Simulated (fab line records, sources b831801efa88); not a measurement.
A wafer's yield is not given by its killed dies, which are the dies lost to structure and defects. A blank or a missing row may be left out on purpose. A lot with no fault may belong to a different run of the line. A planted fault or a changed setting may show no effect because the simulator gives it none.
Which tool did it? :: flow sky130 :: 42 wafers from 14 lots sampled at 2 of the route's 708 steps

WHAT THE GAUGES SHOWED, per wafer
SKY_VT_ADJUST_NCORE_TW_MEAS_11. Usual: VT_ADJUST_NCORE_TW gives 220.3 (standard deviation 1.3).
lot: L128
measured: day 8 23:25
on: film metro-03
VT_ADJUST_NCORE_TW: 219.4 219.8 219.8
flag: 

lot: L131
measured: day 9 18:45
on: film metro-02
VT_ADJUST_NCORE_TW: 222.3 219.7 221.0
flag: 

lot: L133
measured: day 10 09:05
on: film metro-02
VT_ADJUST_NCORE_TW: 219.5 221.4 221.7
flag: 

lot: L135
measured: day 10 21:52
on: film metro-04
VT_ADJUST_NCORE_TW: 219.4 218.5 218.4
flag: 

lot: L136
measured: day 11 05:13
on: film metro-02
VT_ADJUST_NCORE_TW: 222.0 221.1 222.0
flag: 

lot: L139
measured: day 12 01:12
on: film metro-04
VT_ADJUST_NCORE_TW: 219.3 218.2 219.7
flag: 

lot: L142
measured: day 12 23:59
on: film metro-04
VT_ADJUST_NCORE_TW: 221.3 221.1 220.3
flag: 

lot: L143
measured: day 13 06:35
on: film metro-02
VT_ADJUST_NCORE_TW: 220.3 221.4 220.5
flag: 

lot: L145
measured: day 13 20:45
on: film metro-03
VT_ADJUST_NCORE_TW: 220.2 218.2 219.4
flag: 

lot: L147
measured: day 14 07:21
on: film metro-03
VT_ADJUST_NCORE_TW: 220.5 219.4 220.4
flag: 

lot: L148
measured: day 14 18:31
on: film metro-02
VT_ADJUST_NCORE_TW: 220.1 221.9 221.8
flag: 

lot: L149
measured: day 15 04:49
on: film metro-02
VT_ADJUST_NCORE_TW: 220.1 221.6 220.6
flag: 

lot: L150
measured: day 15 06:29
on: film metro-02
VT_ADJUST_NCORE_TW: 220.7 220.6 219.9
flag: 

lot: L151
measured: day 15 09:32
on: film metro-02
VT_ADJUST_NCORE_TW: 221.0 221.0 221.0
flag: 

WHAT TOOL EACH LOT RAN ON (gives the tool, then ch and the chambers of the sampled wafers, and finally the start)
lot: L128
SKY_VT_ADJUST_HVTP_STRIP_10: plasma asher-04 ch 0,1, day 6 11:25

lot: L131
SKY_VT_ADJUST_HVTP_STRIP_10: plasma asher-03 ch 0,1, day 7 04:38

lot: L133
SKY_VT_ADJUST_HVTP_STRIP_10: plasma asher-02 ch 0,1, day 7 16:07

lot: L135
SKY_VT_ADJUST_HVTP_STRIP_10: plasma asher-04 ch 0,1, day 8 03:40

lot: L136
SKY_VT_ADJUST_HVTP_STRIP_10: plasma asher-04 ch 0,1, day 8 11:23

lot: L139
SKY_VT_ADJUST_HVTP_STRIP_10: plasma asher-04 ch 0,1, day 9 05:01

lot: L142
SKY_VT_ADJUST_HVTP_STRIP_10: plasma asher-04 ch 0,1, day 10 00:34

lot: L143
SKY_VT_ADJUST_HVTP_STRIP_10: plasma asher-02 ch 0,1, day 10 06:52

lot: L145
SKY_VT_ADJUST_HVTP_STRIP_10: plasma asher-04 ch 0,1, day 10 18:40

lot: L147
SKY_VT_ADJUST_HVTP_STRIP_10: plasma asher-04 ch 1, day 11 03:28

lot: L148
SKY_VT_ADJUST_HVTP_STRIP_10: plasma asher-02 ch 0,1, day 11 13:16

lot: L149
SKY_VT_ADJUST_HVTP_STRIP_10: plasma asher-03 ch 0,1, day 11 23:34

lot: L150
SKY_VT_ADJUST_HVTP_STRIP_10: plasma asher-03 ch 0,1, day 12 01:05

lot: L151
SKY_VT_ADJUST_HVTP_STRIP_10: plasma asher-03 ch 0,1, day 12 04:01
- SKY_VT_ADJUST_HVTP_STRIP_10: strips in O2/N2.

AS READ BY THE TOOLS THEMSELVES (means over the sampled wafers that have a number; for cases with no such wafer, the mark the record gives instead)
SKY_VT_ADJUST_HVTP_STRIP_10. Usual: drypump motor current A 5.7 A, standard deviation 0.39; oes product au 0.716 a.u., standard deviation 0.0047; strip time to endpoint s 14.16 s, standard deviation 0.042.
lot: L128
tool: plasma asher-04
drypump motor current A (A): 6.0
oes product au (a.u.): 0.708
strip time to endpoint s (s): 14.15
flag: 

lot: L131
tool: plasma asher-03
drypump motor current A (A): 5.2
oes product au (a.u.): 0.714
strip time to endpoint s (s): 14.15
flag: 

lot: L133
tool: plasma asher-02
drypump motor current A (A): 5.9
oes product au (a.u.): 0.716
strip time to endpoint s (s): 14.21
flag: 

lot: L135
tool: plasma asher-04
drypump motor current A (A): 5.8
oes product au (a.u.): 0.715
strip time to endpoint s (s): 14.13
flag: 

lot: L136
tool: plasma asher-04
drypump motor current A (A): 5.8
oes product au (a.u.): 0.712
strip time to endpoint s (s): 14.16
flag: 

lot: L139
tool: plasma asher-04
drypump motor current A (A): 6.1
oes product au (a.u.): 0.718
strip time to endpoint s (s): 14.15
flag: 

lot: L142
tool: plasma asher-04
drypump motor current A (A): 5.8
oes product au (a.u.): 0.713
strip time to endpoint s (s): 14.06
flag: 

lot: L143
tool: plasma asher-02
drypump motor current A (A): 5.9
oes product au (a.u.): 0.715
strip time to endpoint s (s): 14.15
flag: 

lot: L145
tool: plasma asher-04
drypump motor current A (A): 6.0
oes product au (a.u.): 0.716
strip time to endpoint s (s): 14.16
flag: 

lot: L147
tool: plasma asher-04
drypump motor current A (A): 6.3
oes product au (a.u.): 0.719
strip time to endpoint s (s): 14.21
flag: 

lot: L148
tool: plasma asher-02
drypump motor current A (A): 5.8
oes product au (a.u.): 0.718
strip time to endpoint s (s): 14.16
flag: 

lot: L149
tool: plasma asher-03
drypump motor current A (A): 5.2
oes product au (a.u.): 0.715
strip time to endpoint s (s): 14.15
flag: 

lot: L150
tool: plasma asher-03
drypump motor current A (A): 5.3
oes product au (a.u.): 0.714
strip time to endpoint s (s): 14.21
flag: 

lot: L151
tool: plasma asher-03
drypump motor current A (A): 5.3
oes product au (a.u.): 0.712
strip time to endpoint s (s): 14.11
flag: 

THE ANSWER, worked out from the rows above alone
Rule: a lot counts as off when the mean over its wafers that have a number is more than 3 standard deviations away from the usual mean. A lot without any number at a reading at which 4 lots or more have one is off too. The other lots that the step has rows for count as sound. After the gauges, taken in route order, come the tools' own readings; for these a lot's mean is taken, as printed above. The first step at which some lot is off is used, and at that step the reading that is off furthest; a lot without a number counts as furthest.
Across all readings shown, no lot is off: no conclusion can be drawn from this.

WHAT THE SIMULATOR HAD PUT IN
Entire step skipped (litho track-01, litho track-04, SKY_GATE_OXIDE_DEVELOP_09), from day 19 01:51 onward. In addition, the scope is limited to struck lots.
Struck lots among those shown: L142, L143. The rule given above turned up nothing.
